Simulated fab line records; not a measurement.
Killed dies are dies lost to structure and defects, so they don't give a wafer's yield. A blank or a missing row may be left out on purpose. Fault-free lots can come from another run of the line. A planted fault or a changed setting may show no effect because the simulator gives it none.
Which tool was responsible?    flow gf180mcu    Sampling: 12 lots, 36 wafers, 5 of 602 route steps

## WHAT EACH GAUGE READ, for each wafer
GF_V2_THK_MEAS_01.
lot   measured      on             V2_CVD_00_THK (nm)
L747  day 19 08:08  film metro-04  606 606 600
L749  day 19 20:42  film metro-02  592 587 597
L750  day 20 05:53  film metro-01  597 601 597
L751  day 20 19:11  film metro-02  595 598 601
L752  day 21 05:58  film metro-04  590 601 596
L753  day 21 15:16  film metro-01  597 601 596
L754  day 21 21:14  film metro-04  595 604 596
L757  day 23 00:28  film metro-01  598 594 593
L758  day 23 04:59  film metro-02  595 595 603
L759  day 23 18:50  film metro-01  598 601 596
L762  day 24 18:28  film metro-02  607 604 602
L767  day 26 06:10  film metro-04  593 587 590

GF_V2_THK_MEAS_03.
lot   measured      on             V2_CVD_02_THK (nm)
L747  day 19 08:16  film metro-02  846 840 845
L749  day 19 20:50  film metro-01  848 854 850
L750  day 20 06:00  film metro-01  838 828 833
L751  day 20 19:19  film metro-04  849 861 866
L752  day 21 06:05  film metro-01  845 843 852
L753  day 21 15:23  film metro-01  847 863 854
L754  day 21 21:22  film metro-01  843 867 852
L757  day 23 00:36  film metro-02  845 875 864
L758  day 23 05:07  film metro-02  846 843 850
L759  day 23 18:58  film metro-04  841 857 850
L762  day 24 18:35  film metro-01  858 862 750
L767  day 26 06:18  film metro-01  850 848 841

## EACH LOT AND THE TOOL THAT RAN IT (in order: tool; ch and the chambers of the sampled wafers; start)
lot   GF_V1_CMP_26                   GF_M2_SPUTTER_00              GF_V2_CVD_02
L747  cmp-02 ch 0,1,2, day 18 07:10  pvd sputter-02, day 18 07:25  pecvd-03 ch 0,1,2, day 19 08:11
L749  cmp-02 ch 0,1,2, day 18 19:58  pvd sputter-02, day 18 20:07  pecvd-02 ch 0,1,2, day 19 20:44
L750  cmp-02 ch 0,1,3, day 19 05:30  pvd sputter-02, day 19 05:48  pecvd-02 ch 0,1,2, day 20 05:56
L751  cmp-02 ch 0,3, day 19 17:51    pvd sputter-04, day 19 18:09  pecvd-02 ch 0,1,2, day 20 19:14
L752  cmp-01 ch 0,1,3, day 20 04:51  pvd sputter-04, day 20 05:09  pecvd-03 ch 1,2, day 21 06:01
L753  cmp-01 ch 2,3, day 20 13:37    pvd sputter-02, day 20 13:55  pecvd-01 ch 0,2, day 21 15:19
L754  cmp-02 ch 0,2, day 20 20:12    pvd sputter-02, day 20 20:27  pecvd-03 ch 0,1,2, day 21 21:16
L757  cmp-02 ch 1,2,3, day 22 00:01  pvd sputter-04, day 22 00:10  pecvd-02 ch 0,1, day 23 00:32
L758  cmp-01 ch 1,2,3, day 22 04:42  pvd sputter-04, day 22 05:00  pecvd-01 ch 0,1,2, day 23 05:02
L759  cmp-01 ch 0,1, day 22 18:23    pvd sputter-02, day 22 18:41  pecvd-02 ch 0,1,2, day 23 18:53
L762  cmp-02 ch 1,2,3, day 23 19:01  pvd sputter-01, day 23 19:16  pecvd-02 ch 0,1,2, day 24 18:31
L767  cmp-02 ch 0,1,3, day 25 07:56  pvd sputter-01, day 25 08:11  pecvd-03 ch 0,1,2, day 26 06:14
- GF_V1_CMP_26: polishes, stops on SiO2, t overpolish 15 s, target thk 0 nm.
- GF_M2_SPUTTER_00: material Ti, target thk 37.5 nm, time 150 s.
- GF_V2_CVD_02: deposits SiO2 from TEOS, target thk 850 nm, time 94.851 s.

## AS READ BY THE TOOLS THEMSELVES (means over the sampled wafers that have a number; for cases with no such wafer, the mark the record gives instead)
GF_V1_CMP_26.
lot   tool    motor current A (A)  overpolish run s (s)  time to endpoint s (s)
L747  cmp-02  11.1                 14.996                83.4
L749  cmp-02  10.9                 15.002                82.8
L750  cmp-02  10.8                 14.999                83.8
L751  cmp-02  11.4                 15.004                81.9
L752  cmp-01  11.3                 14.998                84.4
L753  cmp-01  11.7                 14.995                86.5
L754  cmp-02  11.6                 14.997                81.8
L757  cmp-02  10.8                 15.009                82.5
L758  cmp-01  11.3                 15.004                83.7
L759  cmp-01  10.9                 14.997                80.0
L762  cmp-02  11.2                 14.997                86.9
L767  cmp-02  11.0                 15.004                84.0

GF_M2_SPUTTER_00.
lot   tool            throttle valve pct (%)
L747  pvd sputter-02  30.8
L749  pvd sputter-02  30.3
L750  pvd sputter-02  30.6
L751  pvd sputter-04  31.0
L752  pvd sputter-04  31.4
L753  pvd sputter-02  30.2
L754  pvd sputter-02  30.4
L757  pvd sputter-04  31.3
L758  pvd sputter-04  31.0
L759  pvd sputter-02  30.8
L762  pvd sputter-01  29.8
L767  pvd sputter-01  29.6

GF_V2_CVD_02.
lot   tool      heater power w (W)
L747  pecvd-03  588
L749  pecvd-02  767
L750  pecvd-02  736
L751  pecvd-02  712
L752  pecvd-03  623
L753  pecvd-01  790
L754  pecvd-03  645
L757  pecvd-02  877
L758  pecvd-01  786
L759  pecvd-02  658
L762  pecvd-02  773
L767  pecvd-03  700

## THE ANSWER, worked out from the rows above alone
Rule: the usual values come from the lots themselves. Put in order of their means at a reading, lots are off if they are a third of the lots or fewer, leave a main group of 4 or more, and stand apart from it by a gap of 3 or more times the standard deviation of the main group's means; of several such gaps the widest counts. The tables above print the reading to a certain number of digits; a main group whose means all agree to those digits is not used. Also off: a lot with no number at a reading for which 4 or more lots have one. Any other lot the step has rows for is counted as sound. The gauges are gone through in route order, then the tools' own readings, and for those a lot's mean is taken as printed above. At the first step where some lot is off, the reading lying furthest off is the one used; lots without a number count as furthest.
No lot is off at any reading shown: from this, nothing can be told.

## WHAT HAD BEEN PUT IN BY THE SIMULATOR
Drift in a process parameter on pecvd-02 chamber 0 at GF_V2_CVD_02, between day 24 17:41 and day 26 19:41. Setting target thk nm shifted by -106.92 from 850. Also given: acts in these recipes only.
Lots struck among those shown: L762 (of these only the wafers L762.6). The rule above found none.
